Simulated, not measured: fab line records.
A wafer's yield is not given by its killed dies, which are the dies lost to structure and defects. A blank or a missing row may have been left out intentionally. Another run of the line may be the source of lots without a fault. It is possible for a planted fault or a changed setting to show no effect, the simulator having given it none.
Problem report in the 8D (eight disciplines) form, filled by code || flow sky130 || the parts of the form that need people (team, actions taken, sign-off) are left out

## 1. THE PROBLEM
At SKY_VT_ADJUST_NCORE_CD_MEAS_07, cd nm averages 255.7 nm over 3 wafers from 2 lots, while fault-free wafers read 379.8 nm, standard deviation 2.7. Relative to the usual mean, that is a shift of -46 standard deviations.
The step: target cd 380 nm.
The first sign was on wafer L535.2 at day 16 13:31, on cd sem-01. At this step, 42 wafers from 14 lots have a number in the record. Rule for "out", or "out of limits": more than 4 standard deviations from the usual mean. All remaining wafers that have a number are taken as sound.

## 2. WHAT IT IS AND WHAT IT IS NOT
{"question": "which readings at this step", "is": "cd nm", "is not": "-"}
{"question": "which lots", "is": "L533, L535", "is not": "L517, L518, L520, L522, L524, L525, L527, L528, L531, L534, L537, L539"}
{"question": "which wafers of those lots", "is": "L533.4, L535.2, L535.4", "is not": "L533.1, L533.3, L535.1"}
{"question": "read on which gauges", "is": "cd sem-01", "is not": "-"}
{"question": "when", "is": "from day 16 13:31", "is not": "up to then (31 sound wafers); but 8 sound wafers of L533, L537, L539 came after"}

## 3. SUSPECTS, AND WHAT RULES EACH OUT
Counting: if a tool at a process step up to the reading ran every lot that is out, it stays a suspect. Sound lots after the first of them don't rule it out here, since some wafers of a struck lot are sound.
- the gauge at SKY_VT_ADJUST_NCORE_CD_MEAS_07: kept. All the wafers that are out were read on cd sem-01, and no step on other tools shows them out.
- litho track-04 at SKY_VT_ADJUST_NCORE_DEVELOP_06 (develop time 60 s): kept. It processed each lot that is out (first: L535, day 16 13:22); up to then, its last sound lot is L534 (day 16 12:01).
The count leaves cd sem-01 at SKY_VT_ADJUST_NCORE_CD_MEAS_07 and litho track-04 at SKY_VT_ADJUST_NCORE_DEVELOP_06.

## 4. THE CAUSE (what the simulator had put in)
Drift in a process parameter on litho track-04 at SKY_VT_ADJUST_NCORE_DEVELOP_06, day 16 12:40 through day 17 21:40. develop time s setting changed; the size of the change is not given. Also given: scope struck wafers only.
2 suspects survive the count, and this tool is in that group.

## 5. THE CHAIN OF EFFECTS, in route order
One row per reading whose mean, taken over the struck wafers that have a number, lies over 3 standard deviations from the usual. Only readings for which the record gives a usual standard deviation are gone through. hours: the time from each lot's start at the first step in this table that gives one to its start at this step, as a median over the lots. sigmas: the change in usual standard deviations.
{"hours": 0, "step": "SKY_VT_ADJUST_NCORE_CD_MEAS_07", "reading": "cd nm", "usual": "379.8 nm", "on struck wafers": 255.7, "change": -124.1, "sigmas": -46}
Later steps that measure or inspect, where all struck wafers having a row at the step show a number for every such reading and not one has moved that far: SKY_VT_ADJUST_HVTR_TW_MEAS_11, SKY_VT_ADJUST_PCH_TW_MEAS_10.

## 6. HOW IT WOULD HAVE BEEN CAUGHT EARLIER
In this record the first reading out of limits at a measuring or inspecting step was taken at day 16 13:31, 1 hour after the fault began at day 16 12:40.
Lots out: 2; of these, L533 started SKY_VT_ADJUST_NCORE_DEVELOP_06 on litho track-04 after day 16 13:31. A tool hold placed at that time would have kept it from harm.
